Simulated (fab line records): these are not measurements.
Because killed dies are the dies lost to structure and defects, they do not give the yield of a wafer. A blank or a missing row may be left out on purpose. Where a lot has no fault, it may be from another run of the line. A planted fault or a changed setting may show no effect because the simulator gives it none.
The tool behind it: which one? + flow sky130 + 11 lots, 33 wafers sampled, at 7 steps of a route of 708

== WHAT EACH GAUGE READ, for each wafer ==
SKY_VIA1_OVL_MEAS_13.
| lot  | measured     | on         | VIA1_OVL (nm) |
|------|--------------|------------|---------------|
| L476 | day 33 14:26 | overlay-02 | 6 -7 -2       |
| L477 | day 33 23:35 | overlay-02 | -3 -1 -3      |
| L478 | day 35 07:43 | overlay-01 | -3 -4 -3      |
| L480 | day 35 09:11 | overlay-01 | -3 2 -2       |
| L479 | day 35 11:04 | overlay-02 | -5 -3 -7      |
| L487 | day 37 11:31 | overlay-02 | 0 -9 -3       |
| L490 | day 38 11:56 | overlay-02 | 0 2 0         |
| L491 | day 38 18:52 | overlay-01 | 11 3 4        |
| L492 | day 39 01:40 | overlay-02 | 9 12 -1       |
| L495 | day 40 04:22 | overlay-01 | -9 -8 -3      |
| L499 | day 41 22:35 | overlay-02 | -12 -7 -12    |

SKY_VIA2_RS_MEAS_22: a four-point-probe measurement.
| lot  | measured     | on           | VIA2_W_RS (ohm/sq)   |
|------|--------------|--------------|----------------------|
| L476 | day 35 22:51 | filmMetro-03 | 0.2703 0.2730 0.2752 |
| L477 | day 36 08:31 | filmMetro-03 | 0.2767 0.2739 0.2791 |
| L478 | day 37 15:56 | filmMetro-03 | 0.2758 0.2794 0.2771 |
| L480 | day 37 17:38 | filmMetro-02 | 0.2736 0.2743 0.2736 |
| L479 | day 37 19:23 | filmMetro-03 | 0.2808 0.2764 0.2771 |
| L487 | day 39 19:10 | filmMetro-03 | 0.2765 0.3862 0.2760 |
| L490 | day 40 17:31 | filmMetro-02 | 0.2750 0.2728 0.2727 |
| L491 | day 41 00:04 | filmMetro-02 | 0.3792 0.3722 0.2717 |
| L492 | day 41 06:59 | filmMetro-03 | 0.2739 0.2720 0.2722 |
| L495 | day 42 09:13 | filmMetro-03 | 0.2816 0.2806 0.2799 |
| L499 | day 44 00:20 | filmMetro-03 | 0.2808 0.2773 0.2782 |

SKY_VIA2_THK_MEAS_23: measures by xrf.
| lot  | measured     | on           | VIA2_W_THK (nm) |
|------|--------------|--------------|-----------------|
| L476 | day 35 22:57 | filmMetro-03 | 439 435 430     |
| L477 | day 36 08:38 | filmMetro-03 | 432 434 428     |
| L478 | day 37 16:04 | filmMetro-03 | 431 429 431     |
| L480 | day 37 17:45 | filmMetro-02 | 425 423 429     |
| L479 | day 37 19:31 | filmMetro-03 | 428 435 435     |
| L487 | day 39 19:17 | filmMetro-03 | 435 307 431     |
| L490 | day 40 17:38 | filmMetro-02 | 436 440 438     |
| L491 | day 41 00:10 | filmMetro-02 | 310 316 434     |
| L492 | day 41 07:06 | filmMetro-03 | 436 437 440     |
| L495 | day 42 09:20 | filmMetro-03 | 427 430 427     |
| L499 | day 44 00:27 | filmMetro-03 | 427 431 429     |

SKY_CAPM_OVL_MEAS_12.
| lot  | measured     | on         | CAPM_OVL (nm)  |
|------|--------------|------------|----------------|
| L476 | day 37 01:22 | overlay-01 | -0.2 -1.5 0.2  |
| L477 | day 37 11:42 | overlay-01 | -1.5 0.5 -1.6  |
| L478 | day 38 17:38 | overlay-01 | 1.9 -0.5 0.5   |
| L480 | day 38 20:13 | overlay-01 | -1.1 1.2 0.8   |
| L479 | day 38 21:05 | overlay-01 | 0.5 -1.1 -0.8  |
| L487 | day 40 19:33 | overlay-02 | 1.2 0.0 1.3    |
| L490 | day 41 18:17 | overlay-01 | 0.6 -1.3 0.2   |
| L491 | day 42 00:38 | overlay-01 | -0.4 -0.3 -0.4 |
| L492 | day 42 07:32 | overlay-01 | 1.1 -0.2 1.7   |
| L495 | day 43 09:36 | overlay-02 | 2.2 -1.1 -0.5  |
| L499 | day 44 22:32 | overlay-02 | 0.0 0.2 -0.2   |

== WHAT TOOL EACH LOT RAN ON (gives the tool, then ch and the chambers of the sampled wafers, and finally the start) ==
| lot  | SKY_METAL2_SPUTTER_04       | SKY_VIA2_CVD_21              | SKY_VIA2_CMP_24               |
|------|-----------------------------|------------------------------|-------------------------------|
| L476 | pvdSputter-03, day 33 15:52 | cvdW-01 ch 0,1, day 35 22:44 | cmp-02 ch 1,2, day 35 22:59   |
| L477 | pvdSputter-04, day 34 01:01 | cvdW-01 ch 0,1, day 36 08:22 | cmp-02 ch 0,3, day 36 08:45   |
| L478 | pvdSputter-01, day 35 09:09 | cvdW-01 ch 0,1, day 37 15:49 | cmp-02 ch 1,3, day 37 16:10   |
| L480 | pvdSputter-03, day 35 10:37 | cvdW-01 ch 0,1, day 37 17:29 | cmp-01 ch 0,1,2, day 37 17:54 |
| L479 | pvdSputter-01, day 35 12:30 | cvdW-02 ch 0,1, day 37 19:16 | cmp-02 ch 1,2,3, day 37 19:34 |
| L487 | pvdSputter-01, day 37 12:58 | cvdW-01 ch 0,1, day 39 19:02 | cmp-01 ch 0,1,2, day 39 19:23 |
| L490 | pvdSputter-03, day 38 13:22 | cvdW-02 ch 0, day 40 17:22   | cmp-01 ch 0,3, day 40 17:41   |
| L491 | pvdSputter-01, day 38 20:20 | cvdW-01 ch 0,1, day 40 23:55 | cmp-02 ch 1,3, day 41 00:13   |
| L492 | pvdSputter-03, day 39 03:07 | cvdW-02 ch 0,1, day 41 06:50 | cmp-01 ch 1,3, day 41 07:09   |
| L495 | pvdSputter-01, day 40 05:49 | cvdW-02 ch 0,1, day 42 09:05 | cmp-02 ch 0,3, day 42 09:55   |
| L499 | pvdSputter-01, day 42 00:01 | cvdW-02 ch 0,1, day 44 00:11 | cmp-02 ch 0,1,2, day 44 00:30 |
- SKY_METAL2_SPUTTER_04: material TiN, target thk 70 nm, time 58.3 s.
- SKY_VIA2_CVD_21: deposits W, target thk 420 nm, time 126.4 s.
- SKY_VIA2_CMP_24: polishes, stops on SiO2, t overpolish 20 s, target thk 0 nm.

== AS READ BY THE TOOLS THEMSELVES (means over the sampled wafers that have a number; for cases with no such wafer, the mark the record gives instead) ==
SKY_METAL2_SPUTTER_04.
| lot  | tool          | throttleValvePct (%) |
|------|---------------|----------------------|
| L476 | pvdSputter-03 | 29.2                 |
| L477 | pvdSputter-04 | 30.5                 |
| L478 | pvdSputter-01 | 31.0                 |
| L480 | pvdSputter-03 | 30.1                 |
| L479 | pvdSputter-01 | 31.0                 |
| L487 | pvdSputter-01 | 30.8                 |
| L490 | pvdSputter-03 | 29.7                 |
| L491 | pvdSputter-01 | 30.9                 |
| L492 | pvdSputter-03 | 29.7                 |
| L495 | pvdSputter-01 | 30.9                 |
| L499 | pvdSputter-01 | 31.0                 |

SKY_VIA2_CVD_21.
| lot  | tool    | chamberPressureTorr (Torr) | heaterPowerW (W) |
|------|---------|----------------------------|------------------|
| L476 | cvdW-01 | 40.02                      | 898              |
| L477 | cvdW-01 | 39.97                      | 958              |
| L478 | cvdW-01 | 39.95                      | 943              |
| L480 | cvdW-01 | 40.08                      | 934              |
| L479 | cvdW-02 | 39.99                      | 734              |
| L487 | cvdW-01 | 40.02                      | 867              |
| L490 | cvdW-02 | 40.08                      | 728              |
| L491 | cvdW-01 | 39.97                      | 836              |
| L492 | cvdW-02 | 40.07                      | 741              |
| L495 | cvdW-02 | 40.12                      | 735              |
| L499 | cvdW-02 | 39.99                      | 738              |

SKY_VIA2_CMP_24.
| lot  | tool   | motorCurrentA (A) | platenRpm (rpm) | timeToEndpointS (s) |
|------|--------|-------------------|-----------------|---------------------|
| L476 | cmp-02 | 10.6              | 59.98           | 99                  |
| L477 | cmp-02 | 11.9              | 59.96           | 99                  |
| L478 | cmp-02 | 11.4              | 59.98           | 100                 |
| L480 | cmp-01 | 11.7              | 60.03           | 99                  |
| L479 | cmp-02 | 11.0              | 60.01           | 99                  |
| L487 | cmp-01 | 11.6              | 60.02           | 90                  |
| L490 | cmp-01 | 10.5              | 60.02           | 100                 |
| L491 | cmp-02 | 10.4              | 60.00           | 82                  |
| L492 | cmp-01 | 11.3              | 60.00           | 103                 |
| L495 | cmp-02 | 12.0              | 59.96           | 102                 |
| L499 | cmp-02 | 10.8              | 60.00           | 106                 |

== THE ANSWER, worked out from the rows above alone ==
Rule: what is usual is taken from the lots themselves. The widest of any qualifying gaps counts: lots, ordered by their means at a reading, are off when they make up no more than a third of the lots, leave a main group of 4 or more, and stand apart from it by 3 or more times the standard deviation of that group's means. If all means in a main group match to the digits the tables above print for the reading, that group is not used. A lot without any number at a reading at which 4 lots or more have one is off too. Where the step has rows for the other lots, those lots are counted as sound. The gauges are gone through in route order, then the tools' own readings, and for those a lot's mean is taken as printed above. The first step at which some lot is off is used, and at that step the reading that is off furthest; a lot without a number counts as furthest.
Off: L487, L491, seen at SKY_VIA2_RS_MEAS_22 (VIA2_W_RS). The main group has a mean of 0.2760 ohm/sq with a standard deviation of 0.0028.
If a tool, at a process step before that reading, ran all the lots that are off and no sound lot after the first of them, it fits. Not tried: the gauges at SKY_VIA2_RS_MEAS_22; whatever is off there is also off at SKY_VIA2_CMP_24, on other tools, and gauge error can't account for it. One fits: cvdW-01 at SKY_VIA2_CVD_21. Its last sound lot is L480 (day 37 17:29), its first lot that is off L487 (day 39 19:02): a fault that began between those two fits.

== WHAT WAS PUT IN BY THE SIMULATOR ==
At SKY_VIA2_CVD_21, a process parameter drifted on cvdW-01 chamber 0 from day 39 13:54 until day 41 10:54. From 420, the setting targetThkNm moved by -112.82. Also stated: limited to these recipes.
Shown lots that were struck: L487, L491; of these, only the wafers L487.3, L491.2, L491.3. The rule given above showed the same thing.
